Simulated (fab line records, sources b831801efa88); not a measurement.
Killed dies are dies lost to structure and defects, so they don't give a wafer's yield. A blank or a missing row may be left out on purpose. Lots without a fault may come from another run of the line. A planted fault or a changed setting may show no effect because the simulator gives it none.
A struck lot beside a sound one | flow sky130 | 15 steps out of a route of 708
Sound: wafers L580.2, L580.3, L580.6. Struck: wafers L568.3, L568.4, L568.5. The cause comes at the end.
At each step with rows: each side's tool, then ch and its chambers, then its first start. Under that, the readings that differ: sound wafers | struck wafers | difference of the means | sigmas: that difference in standard deviations of wafers without a fault.
alike: readings whose means differ by less than 2 such deviations, and words and numbers that are the same on both sides. not compared: withheld readings, readings that some wafer has no value for, bounds like >300 that may hide the same value, and numbers for which the record gives no deviation and whose values overlap.
The two part at a step that has a row with sigmas, a row that says differs or no value, or rows on one side only. Numbers that don't overlap but have no deviation are shown without sigmas and don't part them. A reading that every wafer of one side lacks parts them only if that side has two wafers or more.

first, 1 step without rows for these wafers: SKY_LDD_HVP_IMPLANT_08.
SKY_LDD_HVP_STRIP_09: strips in O2/N2.
  sound on plasma_asher-01 ch 0,1, day 28 07:55; struck on plasma_asher-02 ch 0,1, day 24 04:09
  alike: drypump_motor_current_A, oes_product_au, strip_time_to_endpoint_s
  not compared: rf_hours_counter_h
SKY_LDD_HVP_TW_MEAS_10:
  sound on film_metro-04, day 28 08:02; struck on film_metro-04, day 24 04:14
  alike: LDD_HVP_TW
then, 7 steps without rows for these wafers: SKY_LDD_LDN_DEHYDRATE_00 (time 60 s); SKY_LDD_LDN_HMDS_01 (prime time 60 s); SKY_LDD_LDN_COAT_02 (resist thk 1140 nm); SKY_LDD_LDN_SOFTBAKE_03 (time 60 s); SKY_LDD_LDN_EXPOSE_04 (exposes mask LDNTM, target cd 700 nm); SKY_LDD_LDN_PEB_05; SKY_LDD_LDN_DEVELOP_06 (develop time 60 s).
SKY_LDD_LDN_OVL_MEAS_07:
  sound on overlay-01, day 29 11:58; struck on overlay-01, day 25 09:59
  alike: LDD_LDN_OVL
then, 1 step without rows for these wafers: SKY_LDD_LDN_IMPLANT_08.
SKY_LDD_LDN_IMPLANT_09:
  sound on implanter-01 ch 0, day 29 12:11; struck on implanter-01 ch 0, day 25 10:12
  reading                   | sound                | struck               | difference | sigmas
  beam_energy_keV           | 15.004 15.003 15.007 | 13.808 13.810 13.807 | -1.196     | -99 or more
  model.implant.drp_nm (nm) | 5.933 5.933 5.933    | 5.604 5.604 5.604    | -0.329     |
  alike: dose_ions_cm2
then, 1 step without rows for these wafers: SKY_LDD_LDN_IMPLANT_10.
-- the record jumps here: 22 days lie between the struck wafers' starts before and after (it left off in module LDD_LDN and takes up again in module PAD_OPEN, whose first step shown is number 708 of the route) --
SKY_PAD_OPEN_PROBE_99:
  sound on prober-01, day 50 01:43; struck on prober-02, day 47 03:40
  alike: killed_at_M0_to_M3, killed_at_M4_up, killed_at_contacts, killed_at_front_end, killed_at_other, killed_dies, killed_open, killed_short

WHERE THEY PART
Only at SKY_LDD_LDN_IMPLANT_09, within this record. Later steps at which nothing parts them and some readings are alike: SKY_PAD_OPEN_PROBE_99.

WHY: what the simulator had put in
Process parameter drift: implanter-01, from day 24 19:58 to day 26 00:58, at SKY_LDD_LDN_IMPLANT_09. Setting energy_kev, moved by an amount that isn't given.
